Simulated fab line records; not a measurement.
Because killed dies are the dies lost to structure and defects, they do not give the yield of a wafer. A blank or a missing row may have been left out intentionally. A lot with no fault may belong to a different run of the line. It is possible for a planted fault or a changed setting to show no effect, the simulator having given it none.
Which of the tools did it? || flow sky130 || 12 lots, 36 wafers sampled, at 5 steps of a route of 708

WHAT EACH GAUGE READ, for each wafer
SKY_POLY_GATE_THK_MEAS_04. Usual: for POLY_GATE_CVD_03_THK the level is 75.5 nm and the standard deviation is 0.75.
{"lot": "L827", "measured": "day 15 04:00", "on": "film metro-02", "POLY_GATE_CVD_03_THK (nm)": "75.7 75.5 75.2", "flag": ""}
{"lot": "L829", "measured": "day 16 05:59", "on": "film metro-03", "POLY_GATE_CVD_03_THK (nm)": "75.5 75.6 74.8", "flag": ""}
{"lot": "L832", "measured": "day 17 07:32", "on": "film metro-03", "POLY_GATE_CVD_03_THK (nm)": "75.3 75.5 75.5", "flag": ""}
{"lot": "L833", "measured": "day 17 17:56", "on": "film metro-02", "POLY_GATE_CVD_03_THK (nm)": "76.1 75.9 75.6", "flag": ""}
{"lot": "L834", "measured": "day 18 04:39", "on": "film metro-02", "POLY_GATE_CVD_03_THK (nm)": "77.0 77.5 76.7", "flag": ""}
{"lot": "L836", "measured": "day 18 18:28", "on": "film metro-03", "POLY_GATE_CVD_03_THK (nm)": "76.3 76.9 77.0", "flag": ""}
{"lot": "L837", "measured": "day 19 02:52", "on": "film metro-02", "POLY_GATE_CVD_03_THK (nm)": "76.5 76.3 76.0", "flag": ""}
{"lot": "L839", "measured": "day 19 18:11", "on": "film metro-01", "POLY_GATE_CVD_03_THK (nm)": "74.1 74.7 74.0", "flag": ""}
{"lot": "L840", "measured": "day 20 03:04", "on": "film metro-02", "POLY_GATE_CVD_03_THK (nm)": "75.8 75.8 75.4", "flag": ""}
{"lot": "L843", "measured": "day 21 01:52", "on": "film metro-01", "POLY_GATE_CVD_03_THK (nm)": "76.1 75.8 75.9", "flag": ""}
{"lot": "L844", "measured": "day 21 13:46", "on": "film metro-01", "POLY_GATE_CVD_03_THK (nm)": "74.6 74.8 75.3", "flag": ""}
{"lot": "L845", "measured": "day 22 01:52", "on": "film metro-01", "POLY_GATE_CVD_03_THK (nm)": "75.3 75.6 76.2", "flag": ""}

SKY_POLY_CUT_OVL_MEAS_09. Usual: for POLY_CUT_OVL the level is 1 nm and the standard deviation is 6.7.
{"lot": "L827", "measured": "day 24 06:23", "on": "overlay-02", "POLY_CUT_OVL (nm)": "-9 -3 -3", "flag": ""}
{"lot": "L829", "measured": "day 25 07:55", "on": "overlay-02", "POLY_CUT_OVL (nm)": "-7 -1 -1", "flag": ""}
{"lot": "L832", "measured": "day 26 10:34", "on": "overlay-01", "POLY_CUT_OVL (nm)": "1 -2 -2", "flag": ""}
{"lot": "L833", "measured": "day 26 18:57", "on": "overlay-02", "POLY_CUT_OVL (nm)": "24 12 15", "flag": ""}
{"lot": "L834", "measured": "day 27 06:32", "on": "overlay-02", "POLY_CUT_OVL (nm)": "3 -1 0", "flag": ""}
{"lot": "L836", "measured": "day 27 20:10", "on": "overlay-02", "POLY_CUT_OVL (nm)": "6 1 4", "flag": ""}
{"lot": "L837", "measured": "day 28 05:58", "on": "overlay-01", "POLY_CUT_OVL (nm)": "-3 -9 -4", "flag": ""}
{"lot": "L839", "measured": "day 28 18:43", "on": "overlay-01", "POLY_CUT_OVL (nm)": "3 -1 5", "flag": ""}
{"lot": "L840", "measured": "day 29 02:35", "on": "overlay-02", "POLY_CUT_OVL (nm)": "9 1 2", "flag": ""}
{"lot": "L843", "measured": "day 30 01:13", "on": "overlay-01", "POLY_CUT_OVL (nm)": "0 0 -6", "flag": ""}
{"lot": "L844", "measured": "day 30 10:25", "on": "overlay-02", "POLY_CUT_OVL (nm)": "11 1 2", "flag": ""}
{"lot": "L845", "measured": "day 30 22:01", "on": "overlay-02", "POLY_CUT_OVL (nm)": "-6 -2 -5", "flag": ""}

EACH LOT AND THE TOOL THAT RAN IT (in order: tool; ch and the chambers of the sampled wafers; start)
{"lot": "L827", "SKY_LDD_HVN_STRIP_09": "plasma asher-03 ch 0, day 20 06:18", "SKY_LDD_LDN_SOFTBAKE_03": "litho track-02 ch 0, day 22 04:19", "SKY_LDD_LDN_STRIP_12": "plasma asher-04 ch 0,1, day 22 19:58"}
{"lot": "L829", "SKY_LDD_HVN_STRIP_09": "plasma asher-02 ch 0,1, day 21 10:53", "SKY_LDD_LDN_SOFTBAKE_03": "litho track-01 ch 0, day 23 09:07", "SKY_LDD_LDN_STRIP_12": "plasma asher-04 ch 0,1, day 24 00:41"}
{"lot": "L832", "SKY_LDD_HVN_STRIP_09": "plasma asher-01 ch 0,1, day 22 15:24", "SKY_LDD_LDN_SOFTBAKE_03": "litho track-01 ch 0, day 24 12:58", "SKY_LDD_LDN_STRIP_12": "plasma asher-04 ch 0,1, day 25 04:02"}
{"lot": "L833", "SKY_LDD_HVN_STRIP_09": "plasma asher-02 ch 0,1, day 22 23:48", "SKY_LDD_LDN_SOFTBAKE_03": "litho track-04 ch 0, day 24 20:57", "SKY_LDD_LDN_STRIP_12": "plasma asher-04 ch 0,1, day 25 12:18"}
{"lot": "L834", "SKY_LDD_HVN_STRIP_09": "plasma asher-01 ch 0,1, day 23 11:11", "SKY_LDD_LDN_SOFTBAKE_03": "litho track-02 ch 0, day 25 08:00", "SKY_LDD_LDN_STRIP_12": "plasma asher-04 ch 0,1, day 25 23:13"}
{"lot": "L836", "SKY_LDD_HVN_STRIP_09": "plasma asher-03 ch 0,1, day 24 01:42", "SKY_LDD_LDN_SOFTBAKE_03": "litho track-04 ch 0, day 25 21:51", "SKY_LDD_LDN_STRIP_12": "plasma asher-02 ch 0,1, day 26 12:02"}
{"lot": "L837", "SKY_LDD_HVN_STRIP_09": "plasma asher-01 ch 0,1, day 24 10:14", "SKY_LDD_LDN_SOFTBAKE_03": "litho track-04 ch 0, day 26 06:57", "SKY_LDD_LDN_STRIP_12": "plasma asher-03 ch 0,1, day 26 22:05"}
{"lot": "L839", "SKY_LDD_HVN_STRIP_09": "plasma asher-03 ch 0,1, day 25 00:50", "SKY_LDD_LDN_SOFTBAKE_03": "litho track-04 ch 0, day 26 20:45", "SKY_LDD_LDN_STRIP_12": "plasma asher-04 ch 0,1, day 27 11:54"}
{"lot": "L840", "SKY_LDD_HVN_STRIP_09": "plasma asher-03 ch 1, day 25 08:47", "SKY_LDD_LDN_SOFTBAKE_03": "litho track-04 ch 0, day 27 04:05", "SKY_LDD_LDN_STRIP_12": "plasma asher-04 ch 0,1, day 27 19:15"}
{"lot": "L843", "SKY_LDD_HVN_STRIP_09": "plasma asher-03 ch 0,1, day 26 07:45", "SKY_LDD_LDN_SOFTBAKE_03": "litho track-04 ch 0, day 28 03:42", "SKY_LDD_LDN_STRIP_12": "plasma asher-04 ch 0,1, day 28 18:19"}
{"lot": "L844", "SKY_LDD_HVN_STRIP_09": "plasma asher-01 ch 0,1, day 26 17:05", "SKY_LDD_LDN_SOFTBAKE_03": "litho track-04 ch 0, day 28 12:35", "SKY_LDD_LDN_STRIP_12": "plasma asher-04 ch 0,1, day 29 04:07"}
{"lot": "L845", "SKY_LDD_HVN_STRIP_09": "plasma asher-01 ch 0,1, day 27 04:12", "SKY_LDD_LDN_SOFTBAKE_03": "litho track-02 ch 0, day 28 23:32", "SKY_LDD_LDN_STRIP_12": "plasma asher-03 ch 0,1, day 29 14:21"}
- SKY_LDD_HVN_STRIP_09: strips in O2/N2.
- SKY_LDD_LDN_SOFTBAKE_03: time 60 s.
- SKY_LDD_LDN_STRIP_12: strips in O2/N2.

WHAT THE TOOLS THEMSELVES READ (means of the sampled wafers that have a number; where no wafer has one, the mark that the record gives instead)
SKY_LDD_HVN_STRIP_09. Usual: drypump motor current A 5.5 A, standard deviation 0.34; oes product au 0.408 a.u., standard deviation 0.0042; strip time to endpoint s 4.136 s, standard deviation 0.014.
{"lot": "L827", "tool": "plasma asher-03", "drypump motor current A (A)": 4.9, "oes product au (a.u.)": 0.407, "strip time to endpoint s (s)": 4.145, "flag": ""}
{"lot": "L829", "tool": "plasma asher-02", "drypump motor current A (A)": 5.6, "oes product au (a.u.)": 0.410, "strip time to endpoint s (s)": 4.112, "flag": ""}
{"lot": "L832", "tool": "plasma asher-01", "drypump motor current A (A)": 5.6, "oes product au (a.u.)": 0.407, "strip time to endpoint s (s)": 4.143, "flag": ""}
{"lot": "L833", "tool": "plasma asher-02", "drypump motor current A (A)": 5.3, "oes product au (a.u.)": 0.408, "strip time to endpoint s (s)": 4.129, "flag": ""}
{"lot": "L834", "tool": "plasma asher-01", "drypump motor current A (A)": 5.7, "oes product au (a.u.)": 0.408, "strip time to endpoint s (s)": 4.144, "flag": ""}
{"lot": "L836", "tool": "plasma asher-03", "drypump motor current A (A)": 5.2, "oes product au (a.u.)": 0.406, "strip time to endpoint s (s)": 4.134, "flag": ""}
{"lot": "L837", "tool": "plasma asher-01", "drypump motor current A (A)": 5.6, "oes product au (a.u.)": 0.406, "strip time to endpoint s (s)": 4.131, "flag": ""}
{"lot": "L839", "tool": "plasma asher-03", "drypump motor current A (A)": 5.2, "oes product au (a.u.)": 0.412, "strip time to endpoint s (s)": 4.127, "flag": ""}
{"lot": "L840", "tool": "plasma asher-03", "drypump motor current A (A)": 5.7, "oes product au (a.u.)": 0.408, "strip time to endpoint s (s)": 4.132, "flag": ""}
{"lot": "L843", "tool": "plasma asher-03", "drypump motor current A (A)": 5.2, "oes product au (a.u.)": 0.408, "strip time to endpoint s (s)": 4.123, "flag": ""}
{"lot": "L844", "tool": "plasma asher-01", "drypump motor current A (A)": 5.7, "oes product au (a.u.)": 0.408, "strip time to endpoint s (s)": 4.131, "flag": ""}
{"lot": "L845", "tool": "plasma asher-01", "drypump motor current A (A)": 5.7, "oes product au (a.u.)": 0.410, "strip time to endpoint s (s)": 4.134, "flag": ""}

SKY_LDD_LDN_SOFTBAKE_03. Usual: heater power total W 56.60 W, standard deviation 0.041; plate temp C 90.01 C, standard deviation 0.12.
{"lot": "L827", "tool": "litho track-02", "heater power total W (W)": 56.57, "plate temp C (C)": 90.03, "flag": ""}
{"lot": "L829", "tool": "litho track-01", "heater power total W (W)": 56.59, "plate temp C (C)": 89.95, "flag": ""}
{"lot": "L832", "tool": "litho track-01", "heater power total W (W)": 56.62, "plate temp C (C)": 89.90, "flag": ""}
{"lot": "L833", "tool": "litho track-04", "heater power total W (W)": 56.59, "plate temp C (C)": 90.20, "flag": ""}
{"lot": "L834", "tool": "litho track-02", "heater power total W (W)": 56.61, "plate temp C (C)": 90.13, "flag": ""}
{"lot": "L836", "tool": "litho track-04", "heater power total W (W)": 56.57, "plate temp C (C)": 89.96, "flag": ""}
{"lot": "L837", "tool": "litho track-04", "heater power total W (W)": 56.63, "plate temp C (C)": 90.13, "flag": ""}
{"lot": "L839", "tool": "litho track-04", "heater power total W (W)": 56.56, "plate temp C (C)": 90.04, "flag": ""}
{"lot": "L840", "tool": "litho track-04", "heater power total W (W)": 56.64, "plate temp C (C)": 90.03, "flag": ""}
{"lot": "L843", "tool": "litho track-04", "heater power total W (W)": 60.67, "plate temp C (C)": 94.41, "flag": "OFF"}
{"lot": "L844", "tool": "litho track-04", "heater power total W (W)": 60.61, "plate temp C (C)": 94.28, "flag": "OFF"}
{"lot": "L845", "tool": "litho track-02", "heater power total W (W)": 56.64, "plate temp C (C)": 89.98, "flag": ""}

SKY_LDD_LDN_STRIP_12. Usual: drypump motor current A 5.4 A, standard deviation 0.58; oes product au 0.716 a.u., standard deviation 0.005; strip time to endpoint s 14.18 s, standard deviation 0.03.
{"lot": "L827", "tool": "plasma asher-04", "drypump motor current A (A)": 5.7, "oes product au (a.u.)": 0.709, "strip time to endpoint s (s)": 14.18, "flag": ""}
{"lot": "L829", "tool": "plasma asher-04", "drypump motor current A (A)": 5.3, "oes product au (a.u.)": 0.717, "strip time to endpoint s (s)": 14.22, "flag": ""}
{"lot": "L832", "tool": "plasma asher-04", "drypump motor current A (A)": 5.7, "oes product au (a.u.)": 0.716, "strip time to endpoint s (s)": 14.24, "flag": ""}
{"lot": "L833", "tool": "plasma asher-04", "drypump motor current A (A)": 5.8, "oes product au (a.u.)": 0.714, "strip time to endpoint s (s)": 14.17, "flag": ""}
{"lot": "L834", "tool": "plasma asher-04", "drypump motor current A (A)": 5.3, "oes product au (a.u.)": 0.711, "strip time to endpoint s (s)": 14.20, "flag": ""}
{"lot": "L836", "tool": "plasma asher-02", "drypump motor current A (A)": 5.3, "oes product au (a.u.)": 0.717, "strip time to endpoint s (s)": 14.19, "flag": ""}
{"lot": "L837", "tool": "plasma asher-03", "drypump motor current A (A)": 5.2, "oes product au (a.u.)": 0.716, "strip time to endpoint s (s)": 14.16, "flag": ""}
{"lot": "L839", "tool": "plasma asher-04", "drypump motor current A (A)": 5.7, "oes product au (a.u.)": 0.717, "strip time to endpoint s (s)": 14.17, "flag": ""}
{"lot": "L840", "tool": "plasma asher-04", "drypump motor current A (A)": 5.7, "oes product au (a.u.)": 0.716, "strip time to endpoint s (s)": 14.18, "flag": ""}
{"lot": "L843", "tool": "plasma asher-04", "drypump motor current A (A)": 5.3, "oes product au (a.u.)": 0.716, "strip time to endpoint s (s)": 14.02, "flag": "OFF"}
{"lot": "L844", "tool": "plasma asher-04", "drypump motor current A (A)": 5.7, "oes product au (a.u.)": 0.712, "strip time to endpoint s (s)": 14.03, "flag": "OFF"}
{"lot": "L845", "tool": "plasma asher-03", "drypump motor current A (A)": 5.2, "oes product au (a.u.)": 0.715, "strip time to endpoint s (s)": 14.19, "flag": ""}

THE ANSWER, worked out from the rows above alone
Rule: a lot is off if the mean of its wafers that have a number lies more than 3 standard deviations from the usual mean. Also off: a lot with no number at a reading for which 4 or more lots have one. The other lots that the step has rows for count as sound. After the gauges, taken in route order, come the tools' own readings; for these a lot's mean is taken, as printed above. The first step at which some lot is off is used, and at that step the reading that is off furthest; a lot without a number counts as furthest.
Off: L843, L844 (SKY_LDD_LDN_SOFTBAKE_03, heater power total W).
If a tool, at that step or one of the process steps before it, ran each lot that is off and ran no sound lot following the first of them, it fits. One fits: litho track-04 at SKY_LDD_LDN_SOFTBAKE_03. Its last sound lot is L840 (day 27 04:05), its first lot that is off L843 (day 28 03:42): a fault that began between those two fits.
The tool's own readings at SKY_LDD_LDN_SOFTBAKE_03 bear it out: on the lots that are off they differ by more than 5 times the standard deviation of the sound lots' means. heater power total W reads 60.64 W there against 56.60 W on the sound lots; plate temp C reads 94.34 C there against 90.03 C on the sound lots.

WHAT THE SIMULATOR HAD PUT IN
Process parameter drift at SKY_LDD_LDN_SOFTBAKE_03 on litho track-04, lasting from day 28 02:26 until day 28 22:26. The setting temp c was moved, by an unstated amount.
Lots struck among those shown: L843, L844. This agrees with what the rule above found.
